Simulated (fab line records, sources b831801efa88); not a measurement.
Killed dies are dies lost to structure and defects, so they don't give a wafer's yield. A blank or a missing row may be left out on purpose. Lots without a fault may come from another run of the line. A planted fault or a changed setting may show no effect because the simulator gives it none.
Which tool did it? | flow gf180mcu | 13 lots, 39 wafers sampled, at 2 steps of a route of 602

WHAT THE GAUGES READ, wafer by wafer
GF_V5_THK_MEAS_25: measures by xrf. Usual: V5_W_THK 360 nm, standard deviation 6.1.
lot  | measured     | on            | V5_W_THK (nm) | flag
L641 | day 27 04:29 | film_metro-03 | 367 361 363   |
L642 | day 27 11:47 | film_metro-03 | 370 367 360   |
L645 | day 28 12:28 | film_metro-01 | 365 371 371   |
L646 | day 28 15:42 | film_metro-03 | 357 361 358   |
L647 | day 29 05:34 | film_metro-02 | 352 357 360   |
L652 | day 30 13:28 | film_metro-01 | 371 362 368   |
L656 | day 31 18:43 | film_metro-03 | 357 362 356   |
L657 | day 31 21:30 | film_metro-03 | 360 358 368   |
L658 | day 32 01:19 | film_metro-02 | 349 357 353   |
L659 | day 32 06:50 | film_metro-03 | 368 365 370   |
L660 | day 32 16:24 | film_metro-03 | 373 368 374   |
L662 | day 33 04:01 | film_metro-02 | 353 354 353   |
L663 | day 33 11:17 | film_metro-03 | 357 359 358   |

WHICH TOOL RAN EACH LOT (tool, then ch and the chambers of the sampled wafers, then the start)
lot  | GF_V5_CVD_00
L641 | hdpcvd-01 ch 1,2, day 26 06:20
L642 | hdpcvd-02 ch 0,1,2, day 26 13:21
L645 | hdpcvd-01 ch 0,2, day 27 14:46
L646 | hdpcvd-01 ch 1,2, day 27 18:28
L647 | hdpcvd-01 ch 0,2, day 28 08:13
L652 | hdpcvd-02 ch 1,2, day 29 17:05
L656 | hdpcvd-02 ch 0,1,2, day 30 23:23
L657 | hdpcvd-02 ch 0,1,2, day 31 01:59
L658 | hdpcvd-01 ch 0,1,2, day 31 06:07
L659 | hdpcvd-02 ch 0,1, day 31 12:35
L660 | hdpcvd-02 ch 0,1,2, day 31 21:41
L662 | hdpcvd-01 ch 0,1,2, day 32 10:07
L663 | hdpcvd-02 ch 0,1, day 32 17:29
- GF_V5_CVD_00: deposits SiO2, target thk 300 nm, time 50 s.

WHAT THE TOOLS THEMSELVES READ (means of the sampled wafers that have a number; where no wafer has one, the mark that the record gives instead)
GF_V5_CVD_00. Usual: sih4_flow_sccm 59.99 sccm, standard deviation 0.19.
lot  | tool      | sih4_flow_sccm (sccm) | flag
L641 | hdpcvd-01 | 59.92                 |
L642 | hdpcvd-02 | 59.92                 |
L645 | hdpcvd-01 | 60.11                 |
L646 | hdpcvd-01 | 60.02                 |
L647 | hdpcvd-01 | 59.95                 |
L652 | hdpcvd-02 | 60.05                 |
L656 | hdpcvd-02 | 60.07                 |
L657 | hdpcvd-02 | 59.87                 |
L658 | hdpcvd-01 | 60.19                 |
L659 | hdpcvd-02 | 59.90                 |
L660 | hdpcvd-02 | 59.89                 |
L662 | hdpcvd-01 | 59.72                 |
L663 | hdpcvd-02 | 59.93                 |

THE ANSWER, worked out from the rows above alone
Rule: a lot is off if the mean of its wafers that have a number lies more than 3 standard deviations from the usual mean. A lot without any number at a reading at which 4 lots or more have one is off too. The other lots that the step has rows for count as sound. The gauges are gone through in route order, then the tools' own readings, and for those a lot's mean is taken as printed above. The first step at which some lot is off is used, and at that step the reading that is off furthest; a lot without a number counts as furthest.
No lot is off at any reading shown: from this, nothing can be told.

WHAT THE SIMULATOR HAD PUT IN
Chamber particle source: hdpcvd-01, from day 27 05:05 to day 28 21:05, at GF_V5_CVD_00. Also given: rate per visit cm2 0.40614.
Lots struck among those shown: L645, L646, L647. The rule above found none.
